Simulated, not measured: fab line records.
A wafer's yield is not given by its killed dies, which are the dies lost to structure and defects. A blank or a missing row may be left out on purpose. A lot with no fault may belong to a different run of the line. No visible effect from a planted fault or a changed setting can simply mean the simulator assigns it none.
Split-lot trial + flow sfqLine + route with 325 steps; 5 lots, 23 wafers read

## ABOUT THE SPLIT
At SFQ_TRILAYER_I5_LITHO_COAT_144 (resist thk 650 nm), the setting spinRpm was moved away from the recipe's 3000 rpm on 11 of the 23 wafers read, by -6.8% to +5.8%. All remaining wafers had this setting at the recipe value.

## FROM THE SPLIT TO THE READING: what the file shows between them, 3 steps
- SFQ_TRILAYER_I5_LITHO_SOFTBAKE_148
- SFQ_TRILAYER_I5_LITHO_EXPOSE_145: exposes mask I5, target cd 700 nm
- SFQ_TRILAYER_I5_LITHO_DEVELOP_146: time 60 s

## THE READING
KrF_of_TRILAYER_I5_LITHO_COAT_144.thkNm (the simulator's own value, which no gauge read), in nm, at SFQ_TRILAYER_I5_BARC_OPEN_VIA_ETCH_200 (etches BARC in O2, target depth 125 nm, time 41.7 s). The file gives no usual value for it. Here, 12 wafers ran the recipe; their average is 573.5 nm with a standard deviation of 1.4 nm.

| wafer  | tool, chamber at the split | spinRpm as run, rpm | against the recipe | KrF_of_TRILAYER_I5_LITHO_COAT_144.thkNm, nm | against lot-mates on the recipe |
|--------|----------------------------|---------------------|--------------------|---------------------------------------------|---------------------------------|
| L074.1 | lithoTrack-04, 0           | 3169                | +5.6%              | 554.9                                       | -17.4                           |
| L074.2 | lithoTrack-04, 0           | 3169                | +5.6%              | 555.9                                       | -16.4                           |
| L074.3 | lithoTrack-04, 0           | 3169                | +5.6%              | 556.6                                       | -15.7                           |
| L074.4 | lithoTrack-04, 0           | 3000                | recipe             | 571.1                                       | -                               |
| L074.5 | lithoTrack-04, 0           | 3000                | recipe             | 573.5                                       | -                               |
| L075.1 | lithoTrack-02, 0           | 3000                | recipe             | 571.5                                       | -                               |
| L075.3 | lithoTrack-02, 0           | 2796                | -6.8%              | 595                                         | +23.0                           |
| L075.4 | lithoTrack-02, 0           | 2796                | -6.8%              | 597.1                                       | +25.1                           |
| L075.5 | lithoTrack-02, 0           | 2796                | -6.8%              | 595.6                                       | +23.6                           |
| L075.6 | lithoTrack-02, 0           | 3000                | recipe             | 572.4                                       | -                               |
| L079.1 | lithoTrack-01, 0           | 3000                | recipe             | 572.1                                       | -                               |
| L079.2 | lithoTrack-01, 0           | 3000                | recipe             | 574.2                                       | -                               |
| L079.5 | lithoTrack-01, 0           | 3000                | recipe             | 574.2                                       | -                               |
| L082.1 | lithoTrack-01, 0           | 3000                | recipe             | 575                                         | -                               |
| L082.2 | lithoTrack-01, 0           | 3174                | +5.8%              | 556.7                                       | -18.6                           |
| L082.4 | lithoTrack-01, 0           | 3000                | recipe             | 575.5                                       | -                               |
| L082.5 | lithoTrack-01, 0           | 3174                | +5.8%              | 557.3                                       | -18.0                           |
| L082.6 | lithoTrack-01, 0           | 3000                | recipe             | 575.3                                       | -                               |
| L085.1 | lithoTrack-01, 0           | 2854                | -4.9%              | 589.1                                       | +15.4                           |
| L085.2 | lithoTrack-01, 0           | 3000                | recipe             | 574.4                                       | -                               |
| L085.4 | lithoTrack-01, 0           | 2854                | -4.9%              | 591.6                                       | +17.9                           |
| L085.5 | lithoTrack-01, 0           | 3000                | recipe             | 573                                         | -                               |
| L085.6 | lithoTrack-01, 0           | 2854                | -4.9%              | 589.9                                       | +16.2                           |

THE FIT
A straight line over all 23 wafers: KrF_of_TRILAYER_I5_LITHO_COAT_144.thkNm changes by -3.19 nm for each +1% of spinRpm; r = -0.99; the points scatter about the line by 1.4 nm.
The same after taking each lot's own level away (the mean of its wafers on the recipe; 23 wafers): -3.27 nm for each +1%; r = -1.00; scatter 1.2 nm.
The reading moves by 22 nm for the largest change in spinRpm, on that fit.
Across the lots, their own levels run from 571.95 to 575.27 nm, a range of 2.3 times the standard deviation given above.
The two slopes are in agreement: the lot-to-lot level therefore moves the slope only a little.
Check: +22.8 nm against its lot-mates is what the line predicts for one of the wafers moved furthest among these (-6.8%) when that wafer is left out of the fit. It came out at +23 nm against them.

## THE OTHER SPLITS THESE WAFERS WENT THROUGH
Before the reading, these wafers also passed through other splits. Each is held against what the fit with the lots' levels taken away leaves over:
| other split on the same wafers         | wafers away from the commonest value | r with KrF_of_TRILAYER_I5_LITHO_COAT_144.thkNm (lot level and that fit taken away) |
|----------------------------------------|--------------------------------------|------------------------------------------------------------------------------------|
| SFQ_TRILAYER_R5_LITHO_PEB_139 pebTempC | 10                                   | +0.07                                                                              |

## THE WHOLE CHAIN: every reading that the file lists as answering this split, in the file's order
| step                                   | what it does                                        | reading                                                                                  | change (the file's fit)              | r (the file's) |
|----------------------------------------|-----------------------------------------------------|------------------------------------------------------------------------------------------|--------------------------------------|----------------|
| SFQ_TRILAYER_I5_LITHO_COAT_144         | resist thk 650 nm                                   | KrF_of_TRILAYER_I5_LITHO_COAT_144.thkNm (the simulator's own value, which no gauge read) | -3.16 nm for each +1% of the setting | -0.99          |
| SFQ_TRILAYER_I5_BARC_OPEN_VIA_ETCH_200 | etches BARC in O2, target depth 125 nm, time 41.7 s | KrF_of_TRILAYER_I5_LITHO_COAT_144.thkNm (the simulator's own value, which no gauge read) | -3.27 nm for each +1% of the setting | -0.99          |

## FILE'S OWN FIT
KrF_of_TRILAYER_I5_LITHO_COAT_144.thkNm changes by -3.27 nm for each +1% of spinRpm, r = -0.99.
